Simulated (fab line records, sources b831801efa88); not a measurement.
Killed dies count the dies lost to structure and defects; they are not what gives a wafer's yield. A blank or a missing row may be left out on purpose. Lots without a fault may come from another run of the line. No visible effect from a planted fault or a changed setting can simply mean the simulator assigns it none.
fab line records	flow sky130
[record] lots = 24	wafers = 72	last-day = 50
route steps=708 shown SD_N@356 LOCAL_INTERCONNECT@388 CONTACT@409 VIA1@473
lots that met no fault: from a run of the same line without faults
start-h: hours from the record's opening day to when the first of the lot's shown wafers began	wait-h: how many hours have passed since the lot's step before this one	" identical to the entry in the row above	L1.1+2: a single row standing in for several wafers	- no value, or no start was given	* or withheld: withheld	< > ~ a bound
route shown NAME@n: a module of which the file shows steps, and the number in the route of the first	usual: the fault-free wafers' mean and standard deviation	same: alike in all rows	chamber/n: place in a boat	sites: the reading at each site	_std_site: the values' standard deviation	_edge_site: inner sites' mean taken away from outer sites' mean	radius-mm: how far each site lies from the wafer's centre	mask NAME#n: copy n	behind: tool/chamber where the wafer was last shaped	hold: the reason the lot was held/the length of the hold in hours/how it ended	device: the transistor (n, p or np) that didn't switch	end of line: tests run on the same wafers once the route is complete	step lacking rows: just its recipe	killed: the dies lost at the first sort to structure and to defects; this is not the yield of the wafer	map: the dies of a wafer, with x for killed, . for not killed, _ for no die there
set.NAME: the run value of the setting; set.NAME@STEP: its run value at that earlier step	model.NAME: the simulator's own value behind a step, which no gauge read
one table for each step of the route and one row for each wafer, over a sample of lots
services: when a tool's chamber went out of use (start-h, in hours from the record's first day, below 0 if earlier), for how many hours, and the reason
[[steps]]
[step SKY_SD_N_RTA_14]
[recipe] temp-c = 1075	time-s = 2	idle-temp-c = 650	ramp-up-c-per-s = 150	ramp-down-c-per-s = 90	ambient = N2
[usual] lamp-power-pct = 15.74/0.058	wafer_temp_C_max = 1078.1/1.3
lot.wafer	tool	chamber	start-h	wait-h	lamp-power-pct	wafer_temp_C_max
L074.2	rtp-anneal-02	0	654.35	0.0	15.75	1079.1
L074.4	"	0	"	"	15.63	1076.7
L074.6	"	0	"	"	15.79	1078.6
L075.1	rtp-anneal-01	0	657.43	0.0	15.77	1076.4
L075.2	"	0	"	"	15.79	1076.0
L075.4	"	0	"	"	15.66	1077.7
L076.2	rtp-anneal-02	0	660.95	0.0	15.77	1077.1
L076.3	"	0	"	"	15.74	1077.4
L076.4	"	0	"	"	15.73	1077.3
L077.2	rtp-anneal-01	0	669.63	0.0	15.81	1076.2
L077.4	"	0	"	"	15.80	1078.2
L077.6	"	0	"	"	15.66	1078.6
L078.1	rtp-anneal-02	0	676.42	0.0	15.80	1077.0
L078.5	"	0	"	"	15.77	1077.6
L078.6	"	0	"	"	15.67	1076.6
L079.4	rtp-anneal-01	0	685.96	0.0	15.76	1078.5
L079.5	"	0	"	"	15.75	1079.6
L079.6	"	0	"	"	15.80	1078.0
L080.1	rtp-anneal-02	0	690.92	0.0	15.74	1077.7
L080.2	"	0	"	"	15.72	1079.9
L080.5	"	0	"	"	15.80	1078.7
L081.2	rtp-anneal-01	0	703.74	0.0	15.72	1077.9
L081.4	"	0	"	"	15.57	1079.8
L081.6	"	0	"	"	15.65	1081.2
L082.1	rtp-anneal-02	0	713.72	0.0	15.72	1078.4
L082.4	"	0	"	"	15.63	1076.6
L082.6	"	0	"	"	15.73	1078.4
L083.4	rtp-anneal-01	0	725.92	0.0	15.82	1078.9
L083.5	"	0	"	"	15.80	1077.0
L083.6	"	0	"	"	15.70	1079.8
L084.2	rtp-anneal-02	0	727.10	0.0	15.81	1079.6
L084.4	"	0	"	"	15.83	1077.9
L084.6	"	0	"	"	15.71	1076.5
L085.2	rtp-anneal-01	0	737.43	0.0	15.70	1078.6
L085.5	"	0	"	"	15.79	1078.8
L085.6	"	0	"	"	15.80	1080.1
L086.2	rtp-anneal-02	0	744.28	0.0	15.75	1078.3
L086.4	"	0	"	"	15.88	1079.8
L086.6	"	0	"	"	15.62	1078.2
L087.2	rtp-anneal-01	0	777.34	0.0	15.83	1076.5
L087.4	"	0	"	"	15.78	1078.6
L087.5	"	0	"	"	15.70	1078.4
L088.1	rtp-anneal-02	0	777.87	0.0	15.71	1079.1
L088.3	"	0	"	"	15.75	1080.3
L088.4	"	0	"	"	15.75	1079.0
L089.2	rtp-anneal-01	0	778.14	0.0	15.78	1078.7
L089.3	"	0	"	"	15.83	1078.2
L089.4	"	0	"	"	15.74	1077.3
L090.1	rtp-anneal-02	0	779.32	0.0	15.67	1078.6
L090.4	"	0	"	"	15.74	1076.9
L090.6	"	0	"	"	15.73	1077.7
L091.2	rtp-anneal-01	0	780.79	0.0	15.67	1076.8
L091.3	"	0	"	"	15.82	1078.0
L091.6	"	0	"	"	15.71	1079.7
L092.1	rtp-anneal-02	0	783.17	0.0	15.73	1077.3
L092.3	"	0	"	"	15.81	1078.7
L092.4	"	0	"	"	15.80	1076.2
L093.2	rtp-anneal-01	0	785.34	0.0	15.71	1078.3
L093.5	"	0	"	"	15.73	1078.3
L093.6	"	0	"	"	15.72	1080.4
L094.1	rtp-anneal-02	0	796.58	0.0	15.70	1080.1
L094.4	"	0	"	"	15.70	1080.6
L094.6	"	0	"	"	15.78	1078.3
L095.1	rtp-anneal-01	0	810.08	0.0	15.63	1077.1
L095.2	"	0	"	"	15.81	1078.8
L095.5	"	0	"	"	15.83	1078.7
L096.2	rtp-anneal-02	0	821.95	0.0	15.69	1078.6
L096.4	"	0	"	"	15.72	1077.2
L096.5	"	0	"	"	15.83	1079.1
L097.2	rtp-anneal-01	0	823.54	0.0	15.78	1079.5
L097.4	"	0	"	"	15.66	1077.2
L097.6	"	0	"	"	15.66	1078.7
[step SKY_LOCAL_INTERCONNECT_RS_MEAS_01]
[recipe] thk-meas-gauge = four-point-probe	reads = TiN_of_LOCAL_INTERCONNECT_SPUTTER_00
[usual] LOCAL_INTERCONNECT_TIN_RS = 14.19/0.14
lot.wafer	tool	chamber	start-h	wait-h	LOCAL_INTERCONNECT_TIN_RS[ohm/sq]
L074.2	film-metro-02	-	685.28	0.1	14.22
L074.4	"	-	"	"	14.37
L074.6	"	-	"	"	14.19
L075.1	film-metro-03	-	687.01	0.0	14.13
L075.2	"	-	"	"	14.20
L075.4	"	-	"	"	14.13
L076.2	film-metro-02	-	689.93	0.1	14.06
L076.3	"	-	"	"	14.00
L076.4	"	-	"	"	14.13
L077.2	film-metro-03	-	700.79	0.1	14.17
L077.4	"	-	"	"	14.29
L077.6	"	-	"	"	14.24
L078.1	film-metro-03	-	707.44	0.0	14.09
L078.5	"	-	"	"	14.13
L078.6	"	-	"	"	14.03
L079.4	film-metro-03	-	718.23	0.1	14.32
L079.5	"	-	"	"	14.20
L079.6	"	-	"	"	14.18
L080.1	film-metro-03	-	721.79	0.0	14.26
L080.2	"	-	"	"	14.35
L080.5	"	-	"	"	14.29
L081.2	film-metro-03	-	734.37	0.1	14.44
L081.4	"	-	"	"	14.26
L081.6	"	-	"	"	14.15
L082.1	film-metro-02	-	743.39	0.0	14.16
L082.4	"	-	"	"	14.21
L082.6	"	-	"	"	14.37
L083.4	film-metro-01	-	755.62	0.1	14.49
L083.5	"	-	"	"	14.59
L083.6	"	-	"	"	14.44
L084.2	film-metro-01	-	756.36	0.1	14.26
L084.4	"	-	"	"	14.29
L084.6	"	-	"	"	14.18
L085.2	film-metro-03	-	766.63	0.1	14.39
L085.5	"	-	"	"	14.27
L085.6	"	-	"	"	14.52
L086.2	film-metro-01	-	773.76	0.1	14.21
L086.4	"	-	"	"	14.24
L086.6	"	-	"	"	14.41
L087.2	film-metro-02	-	806.91	0.1	14.02
L087.4	"	-	"	"	14.18
L087.5	"	-	"	"	14.07
L088.1	film-metro-01	-	807.49	0.0	14.34
L088.3	"	-	"	"	14.08
L088.4	"	-	"	"	13.99
L089.2	film-metro-03	-	807.86	0.1	14.13
L089.3	"	-	"	"	14.22
L089.4	"	-	"	"	14.24
L090.1	film-metro-02	-	808.79	0.0	14.15
L090.4	"	-	"	"	14.07
L090.6	"	-	"	"	14.20
L091.2	film-metro-02	-	810.36	0.1	14.11
L091.3	"	-	"	"	14.04
L091.6	"	-	"	"	13.95
L092.1	film-metro-01	-	812.09	0.0	14.03
L092.3	"	-	"	"	13.97
L092.4	"	-	"	"	13.84
L093.2	film-metro-01	-	814.21	0.1	14.15
L093.5	"	-	"	"	14.19
L093.6	"	-	"	"	14.31
L094.1	film-metro-01	-	825.29	0.0	14.15
L094.4	"	-	"	"	14.21
L094.6	"	-	"	"	14.04
L095.1	film-metro-01	-	838.21	0.0	14.13
L095.2	"	-	"	"	14.06
L095.5	"	-	"	"	14.16
L096.2	film-metro-02	-	850.26	0.1	14.16
L096.4	"	-	"	"	14.16
L096.5	"	-	"	"	14.02
L097.2	film-metro-03	-	851.38	0.1	14.21
L097.4	"	-	"	"	14.27
L097.6	"	-	"	"	14.19
[step SKY_LOCAL_INTERCONNECT_THK_MEAS_02]
[recipe] thk-meas-gauge = xrf	reads = TiN_of_LOCAL_INTERCONNECT_SPUTTER_00
[usual] LOCAL_INTERCONNECT_TIN_THK = 97.7/1
lot.wafer	tool	chamber	start-h	wait-h	LOCAL_INTERCONNECT_TIN_THK[nm]
L074.2	film-metro-02	-	685.39	0.1	97.3
L074.4	"	-	"	"	96.1
L074.6	"	-	"	"	97.8
L075.1	film-metro-03	-	687.13	0.1	98.1
L075.2	"	-	"	"	97.5
L075.4	"	-	"	"	98.1
L076.2	film-metro-02	-	690.04	0.1	98.0
L076.3	"	-	"	"	98.4
L076.4	"	-	"	"	97.8
L077.2	film-metro-03	-	700.90	0.1	97.8
L077.4	"	-	"	"	97.1
L077.6	"	-	"	"	97.8
L078.1	film-metro-03	-	707.56	0.1	98.6
L078.5	"	-	"	"	98.0
L078.6	"	-	"	"	98.8
L079.4	film-metro-03	-	718.32	0.1	97.0
L079.5	"	-	"	"	97.7
L079.6	"	-	"	"	97.2
L080.1	film-metro-03	-	721.91	0.1	97.7
L080.2	"	-	"	"	96.6
L080.5	"	-	"	"	97.1
L081.2	film-metro-03	-	734.48	0.1	95.9
L081.4	"	-	"	"	97.0
L081.6	"	-	"	"	97.5
L082.1	film-metro-02	-	743.51	0.1	97.3
L082.4	"	-	"	"	96.6
L082.6	"	-	"	"	95.8
L083.4	film-metro-01	-	755.71	0.1	96.3
L083.5	"	-	"	"	95.3
L083.6	"	-	"	"	96.3
L084.2	film-metro-01	-	756.47	0.1	97.4
L084.4	"	-	"	"	97.2
L084.6	"	-	"	"	98.4
L085.2	film-metro-03	-	766.74	0.1	96.2
L085.5	"	-	"	"	97.5
L085.6	"	-	"	"	95.5
L086.2	film-metro-01	-	773.87	0.1	97.3
L086.4	"	-	"	"	97.5
L086.6	"	-	"	"	96.4
L087.2	film-metro-02	-	807.02	0.1	98.8
L087.4	"	-	"	"	98.2
L087.5	"	-	"	"	98.4
L088.1	film-metro-01	-	807.61	0.1	97.2
L088.3	"	-	"	"	99.0
L088.4	"	-	"	"	99.6
L089.2	film-metro-03	-	807.97	0.1	98.0
L089.3	"	-	"	"	96.7
L089.4	"	-	"	"	97.1
L090.1	film-metro-02	-	808.91	0.1	98.2
L090.4	"	-	"	"	98.6
L090.6	"	-	"	"	97.8
L091.2	film-metro-02	-	810.47	0.1	98.3
L091.3	"	-	"	"	98.9
L091.6	"	-	"	"	99.0
L092.1	film-metro-01	-	812.21	0.1	99.4
L092.3	"	-	"	"	100.0
L092.4	"	-	"	"	100.9
L093.2	film-metro-01	-	814.32	0.1	98.5
L093.5	"	-	"	"	98.3
L093.6	"	-	"	"	97.5
L094.1	film-metro-01	-	825.41	0.1	98.3
L094.4	"	-	"	"	97.5
L094.6	"	-	"	"	99.1
L095.1	film-metro-01	-	838.33	0.1	98.1
L095.2	"	-	"	"	98.6
L095.5	"	-	"	"	98.2
L096.2	film-metro-02	-	850.37	0.1	98.2
L096.4	"	-	"	"	98.0
L096.5	"	-	"	"	98.4
L097.2	film-metro-03	-	851.49	0.1	97.4
L097.4	"	-	"	"	97.5
L097.6	"	-	"	"	98.1
[step SKY_LOCAL_INTERCONNECT_OVL_MEAS_12]
[usual] LOCAL_INTERCONNECT_OVL = 0/5.5
lot.wafer	tool	chamber	start-h	wait-h	LOCAL_INTERCONNECT_OVL[nm]
L074.2	overlay-01	-	713.84	0.1	-9
L074.4	"	-	"	"	-6
L074.6	"	-	"	"	-2
L075.1	overlay-01	-	715.43	0.1	2
L075.2	"	-	"	"	-2
L075.4	"	-	"	"	0
L076.2	overlay-02	-	718.04	0.1	-1
L076.3	"	-	"	"	6
L076.4	"	-	"	"	5
L077.2	overlay-01	-	729.22	0.1	-2
L077.4	"	-	"	"	-2
L077.6	"	-	"	"	-3
L078.1	overlay-01	-	735.40	0.1	1
L078.5	"	-	"	"	2
L078.6	"	-	"	"	4
L079.4	overlay-01	-	745.50	0.1	0
L079.5	"	-	"	"	-5
L079.6	"	-	"	"	-4
L080.1	overlay-01	-	749.58	0.1	9
L080.2	"	-	"	"	19
L080.5	"	-	"	"	10
L081.2	overlay-02	-	761.30	0.1	-5
L081.4	"	-	"	"	-11
L081.6	"	-	"	"	-10
L082.1	overlay-02	-	770.14	0.1	-2
L082.4	"	-	"	"	-1
L082.6	"	-	"	"	-2
L083.4	overlay-02	-	783.37	0.1	-1
L083.5	"	-	"	"	-8
L083.6	"	-	"	"	-4
L084.2	overlay-02	-	783.70	0.1	-7
L084.4	"	-	"	"	-6
L084.6	"	-	"	"	-1
L085.2	overlay-02	-	794.77	0.1	-1
L085.5	"	-	"	"	-3
L085.6	"	-	"	"	3
L086.2	overlay-01	-	799.84	0.1	9
L086.4	"	-	"	"	10
L086.6	"	-	"	"	7
L087.2	overlay-02	-	833.38	0.1	5
L087.4	"	-	"	"	-7
L087.5	"	-	"	"	-4
L088.1	overlay-01	-	833.73	0.1	1
L088.3	"	-	"	"	5
L088.4	"	-	"	"	0
L089.2	overlay-02	-	833.91	0.1	9
L089.3	"	-	"	"	6
L089.4	"	-	"	"	3
L090.1	overlay-02	-	835.20	0.1	5
L090.4	"	-	"	"	9
L090.6	"	-	"	"	8
L091.2	overlay-02	-	836.78	0.1	3
L091.3	"	-	"	"	7
L091.6	"	-	"	"	-7
L092.1	overlay-02	-	837.59	0.1	6
L092.3	"	-	"	"	-1
L092.4	"	-	"	"	-8
L093.2	overlay-01	-	840.59	0.1	-8
L093.5	"	-	"	"	-1
L093.6	"	-	"	"	-2
L094.1	overlay-01	-	851.34	0.1	-4
L094.4	"	-	"	"	8
L094.6	"	-	"	"	7
L095.1	overlay-01	-	864.33	0.1	-7
L095.2	"	-	"	"	3
L095.5	"	-	"	"	-4
L096.2	overlay-02	-	876.93	0.1	2
L096.4	"	-	"	"	7
L096.5	"	-	"	"	6
L097.2	overlay-02	-	877.59	0.1	0
L097.4	"	-	"	"	4
L097.6	"	-	"	"	5
[step SKY_CONTACT_THK_MEAS_03]
[recipe] reads = SiO2_of_CONTACT_HDPCVD_02
[usual] CONTACT_HDPCVD_THK = 562/5.5
lot.wafer	tool	chamber	start-h	wait-h	CONTACT_HDPCVD_THK[nm]
L074.2	film-metro-01	-	714.84	0.0	567
L074.4	"	-	"	"	561
L074.6	"	-	"	"	560
L075.1	film-metro-01	-	716.33	0.0	560
L075.2	"	-	"	"	553
L075.4	"	-	"	"	557
L076.2	film-metro-02	-	718.95	0.0	561
L076.3	"	-	"	"	565
L076.4	"	-	"	"	561
L077.2	film-metro-01	-	730.55	0.1	565
L077.4	"	-	"	"	561
L077.6	"	-	"	"	555
L078.1	film-metro-01	-	736.44	0.0	569
L078.5	"	-	"	"	565
L078.6	"	-	"	"	560
L079.4	film-metro-02	-	746.47	0.0	560
L079.5	"	-	"	"	552
L079.6	"	-	"	"	552
L080.1	film-metro-01	-	750.48	0.0	563
L080.2	"	-	"	"	571
L080.5	"	-	"	"	559
L081.2	film-metro-02	-	762.25	0.0	557
L081.4	"	-	"	"	552
L081.6	"	-	"	"	545
L082.1	film-metro-01	-	771.15	0.0	567
L082.4	"	-	"	"	569
L082.6	"	-	"	"	574
L083.4	film-metro-04	-	784.46	0.0	560
L083.5	"	-	"	"	563
L083.6	"	-	"	"	557
L084.2	film-metro-04	-	784.80	0.0	563
L084.4	"	-	"	"	565
L084.6	"	-	"	"	563
L085.2	film-metro-02	-	795.69	0.0	558
L085.5	"	-	"	"	562
L085.6	"	-	"	"	555
L086.2	film-metro-02	-	801.18	0.1	567
L086.4	"	-	"	"	562
L086.6	"	-	"	"	561
L087.2	film-metro-04	-	834.72	0.0	553
L087.4	"	-	"	"	559
L087.5	"	-	"	"	565
L088.1	film-metro-02	-	834.78	0.0	572
L088.3	"	-	"	"	565
L088.4	"	-	"	"	566
L089.2	film-metro-02	-	835.38	0.0	563
L089.3	"	-	"	"	565
L089.4	"	-	"	"	559
L090.1	film-metro-04	-	836.46	0.0	564
L090.4	"	-	"	"	567
L090.6	"	-	"	"	567
L091.2	film-metro-01	-	837.82	0.0	550
L091.3	"	-	"	"	555
L091.6	"	-	"	"	554
L092.1	film-metro-01	-	838.64	0.1	564
L092.3	"	-	"	"	555
L092.4	"	-	"	"	565
L093.2	film-metro-01	-	841.54	0.0	563
L093.5	"	-	"	"	560
L093.6	"	-	"	"	559
L094.1	film-metro-04	-	852.24	0.0	573
L094.4	"	-	"	"	561
L094.6	"	-	"	"	567
L095.1	film-metro-01	-	865.25	0.0	561
L095.2	"	-	"	"	558
L095.5	"	-	"	"	566
L096.2	film-metro-01	-	877.85	0.0	552
L096.4	"	-	"	"	559
L096.5	"	-	"	"	555
L097.2	film-metro-02	-	878.51	0.0	563
L097.4	"	-	"	"	564
L097.6	"	-	"	"	562
[step SKY_VIA1_ETCH_15]
[recipe] target = SiO2	chemistry = C4F8/O2/Ar	target-depth-nm = 351	stop-on = TiN	mask-material = KrF-thick	source-w = 1500	bias-w = 1200	pressure-mtorr = 40	c4f8-flow-sccm = withheld	O2_flow_sccm = 6	Ar_flow_sccm = 300	time-s = 54
[usual] oes-product-au = 0.981/0.0055
lot.wafer	tool	chamber	start-h	wait-h	oes-product-au	rf-hours-counter-h
L074.2	rie-diel-03	0	798.86	0.0	0.981	4
L074.4	"	1	"	"	0.976	3
L074.6	"	0	"	"	0.986	-
L075.1	rie-diel-03	1	800.16	0.0	0.976	3
L075.2	"	0	"	"	0.987	4
L075.4	"	2	"	"	0.982	10
L076.2	rie-diel-04	3	802.91	0.0	0.985	19
L076.3	"	0	"	"	0.979	2
L076.4	"	2	"	"	0.976	-
L077.2	rie-diel-04	0	814.61	0.0	0.988	3
L077.4	"	2	"	"	0.966	8
L077.6	"	1	"	"	0.981	-
L078.1	rie-diel-04	3	822.46	0.0	0.988	19
L078.5	"	3	"	"	0.978	-
L078.6	"	2	"	"	0.979	-
L079.4	rie-diel-04	1	828.98	0.0	0.984	1
L079.5	"	1	"	"	0.973	-
L079.6	"	0	"	"	0.979	-
L080.1	rie-diel-04	3	834.33	0.0	0.980	20
L080.2	"	0	"	"	0.981	4
L080.5	"	1	"	"	0.972	-
L081.2	rie-diel-04	1	845.11	0.0	0.982	1
L081.4	"	0	"	"	0.988	4
L081.6	"	2	"	"	0.984	-
L082.1	rie-diel-03	3	852.96	0.0	0.976	20
L082.4	"	1	"	"	0.982	5
L082.6	"	3	"	"	0.985	-
L083.4	rie-diel-02	2	867.58	0.0	0.982	20
L083.5	"	2	"	"	0.985	-
L083.6	"	3	"	"	0.980	-
L084.2	rie-diel-04	3	867.61	0.0	0.981	20
L084.4	"	2	"	"	0.978	9
L084.6	"	0	"	"	0.978	-
L085.2	rie-diel-03	2	877.96	0.0	0.978	12
L085.5	"	0	"	"	0.998	-
L085.6	"	3	"	"	0.983	-
L086.2	rie-diel-02	2	883.41	0.0	0.976	21
L086.4	"	3	"	"	0.993	12
L086.6	"	0	"	"	0.981	-
L087.2	rie-diel-04	0	915.11	0.0	0.984	6
L087.4	"	3	"	"	0.986	22
L087.5	"	2	"	"	0.981	-
L088.1	rie-diel-03	0	916.06	0.0	0.982	8
L088.3	"	2	"	"	0.982	14
L088.4	"	1	"	"	0.976	6
L089.2	rie-diel-04	3	916.41	0.0	0.973	22
L089.3	"	2	"	"	0.984	10
L089.4	"	1	"	"	0.980	3
L090.1	rie-diel-03	2	916.76	0.0	0.980	14
L090.4	"	3	"	"	0.977	23
L090.6	"	2	"	"	0.962	-
L091.2	rie-diel-02	1	917.11	0.0	0.978	10
L091.3	"	3	"	"	0.988	13
L091.6	"	2	"	"	0.979	-
L092.1	rie-diel-03	1	919.86	0.0	0.975	6
L092.3	"	3	"	"	0.965	23
L092.4	"	2	"	"	0.981	14
L093.2	rie-diel-02	1	923.11	0.0	0.974	10
L093.5	"	2	"	"	0.982	-
L093.6	"	1	"	"	0.981	-
L094.1	rie-diel-04	1	932.28	0.0	0.971	4
L094.4	"	3	"	"	0.985	22
L094.6	"	1	"	"	0.978	-
L095.1	rie-diel-03	2	944.61	0.0	0.986	14
L095.2	"	3	"	"	0.977	23
L095.5	"	3	"	"	0.983	-
L096.2	rie-diel-04	2	955.21	0.0	0.974	11
L096.4	"	0	"	"	0.982	7
L096.5	"	0	"	"	0.981	-
L097.2	rie-diel-03	1	955.76	0.0	0.972	7
L097.4	"	0	"	"	0.979	9
L097.6	"	0	"	"	0.978	-
[[services]]
tool	chamber	start-h	hours	kind
rtp-anneal-02	-	648.64	0.8	pm
rie-diel-03	1	665.48	-	clean
rie-diel-03	1	665.48	22.8	scheduled-down
rie-diel-03	1	665.48	22.8	vent-cycle
rie-diel-03	2	697.61	7.7	repair
rie-diel-04	0	732.22	-	clean
rie-diel-04	0	732.22	21.7	scheduled-down
rie-diel-04	0	732.22	21.7	vent-cycle
rie-diel-02	0	734.77	2.6	repair
rie-diel-04	-	735.72	2.8	pm
rie-diel-04	1	753.92	-	clean
rie-diel-04	1	753.92	33.5	scheduled-down
rie-diel-04	1	753.92	33.5	vent-cycle
rie-diel-03	-	756.25	0.6	repair
rie-diel-02	-	766.01	2.8	pm
rie-diel-02	3	779.24	21.8	repair
rie-diel-02	1	786.98	3.2	repair
rie-diel-04	1	789.75	18.6	repair
rie-diel-04	3	794.01	5.3	repair
rie-diel-02	1	837.53	7.4	repair
rie-diel-03	1	892.73	11.7	repair
rie-diel-02	2	935.33	3.2	repair
rie-diel-03	1	937.90	12.2	repair
rtp-anneal-01	-	948.42	0.4	pm
[[key]]
fault none
